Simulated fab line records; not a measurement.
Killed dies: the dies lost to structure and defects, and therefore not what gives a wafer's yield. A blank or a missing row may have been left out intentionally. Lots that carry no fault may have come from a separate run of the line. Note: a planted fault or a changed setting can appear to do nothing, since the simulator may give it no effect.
A lot that was struck, set against a sound lot :: flow sky130 :: 14 steps out of a route of 708
Sound: wafers L485.1, L485.2, L485.6. Wafers L481.2, L481.5, L481.6 were the ones struck. The cause is named last.
For every step that has rows: the tool of each side, followed by ch and its chambers, followed by its first start. Under that, the readings that differ: sound wafers :: struck wafers :: difference of the means :: sigmas: that difference in standard deviations of wafers without a fault.
alike: readings whose means differ by less than 2 such deviations, and words and numbers that are the same on both sides. not compared: withheld readings, readings that some wafer has no value for, bounds like >300 that may hide the same value, and numbers for which the record gives no deviation and whose values overlap.
Wherever a step has rows on one side only, a row that says differs or no value, or a row with sigmas, the two part there. Non-overlapping numbers with no deviation appear without sigmas and do not part them. A reading that every wafer of one side lacks parts them only if that side has two wafers or more.

first, 8 steps without rows for these wafers: SKY_METAL3_DEHYDRATE_05 (time 60 s); SKY_METAL3_HMDS_06 (prime time 60 s); SKY_METAL3_COAT_07 (resist thk 60 nm); SKY_METAL3_COAT_08 (resist thk 1140 nm); SKY_METAL3_SOFTBAKE_09 (time 90 s); SKY_METAL3_EXPOSE_10 (exposes mask MM3, target cd 300 nm); SKY_METAL3_PEB_11; SKY_METAL3_DEVELOP_12 (develop time 60 s).
SKY_METAL3_CD_MEAS_13: target cd 300 nm.
  struck on cd sem-01, day 43 23:07; sound on cd sem-01, day 45 03:11
reading: cd nm (nm)
sound: 297.0 298.4 299.0
struck: 301.9 300.8 301.3
difference: +3.2
sigmas: +2
SKY_METAL3_OVL_MEAS_14:
  struck on overlay-01, day 43 23:14; sound on overlay-01, day 45 03:18
  alike: METAL3_OVL
SKY_METAL3_DESCUM_15: chemistry O2, time 8 s.
  sound on rie metal-03 ch 0,1, day 45 03:20; struck on rie metal-04 ch 0,1, day 43 23:16
reading: oes product au (a.u.)
sound: 1.013 1.008 1.006
struck: 0.980 0.997 0.990
difference: -0.020
sigmas: -2
  alike: drypump motor current A, he backside leak sccm
  not compared: rf hours counter h
SKY_METAL3_ETCH_16: etches BARC in N2/H2, stops on SiO2, time 88.2 s, target depth 60 nm.
  sound on rie metal-03 ch 0,1, day 45 03:22; struck on rie metal-04 ch 0,1, day 43 23:17
  alike: bias w, chamber pressure mTorr, drypump motor current A, he backside leak sccm, oes product au, throttle valve pct
  not compared: rf hours counter h
SKY_METAL3_ETCH_17: etches SiO2 in C4F8/O2/Ar, stops on TiN, time 3.9 s, target depth 15 nm.
  sound on rie diel-02 ch 0,1,2, day 45 03:28; struck on rie diel-01 ch 1,2, day 43 23:23
  no value came back on the struck wafers for bias w (W), chamber pressure mTorr (mTorr), oes product au (a.u.); on the sound wafers bias w (W) reads 1199 1201 1197
SKY_METAL3_METAL_ETCH_18: etches the open film in Cl2/BCl3, stops on SiO2, target depth 845 nm, time 183.1 s.
  sound on rie metal-01 ch 0,1, day 45 03:29; struck on rie metal-01 ch 0,1, day 43 23:25
  alike: bcl3 flow sccm, bias w, drypump motor current A, he backside leak sccm, oes product au, throttle valve pct
  not compared: rf hours counter h

## WHERE THEY PART
Last at SKY_METAL3_ETCH_17 as far as this record goes, first at SKY_METAL3_CD_MEAS_13. Later steps at which nothing parts them and some readings are alike: SKY_METAL3_METAL_ETCH_18.

WHY: whatever the simulator had introduced
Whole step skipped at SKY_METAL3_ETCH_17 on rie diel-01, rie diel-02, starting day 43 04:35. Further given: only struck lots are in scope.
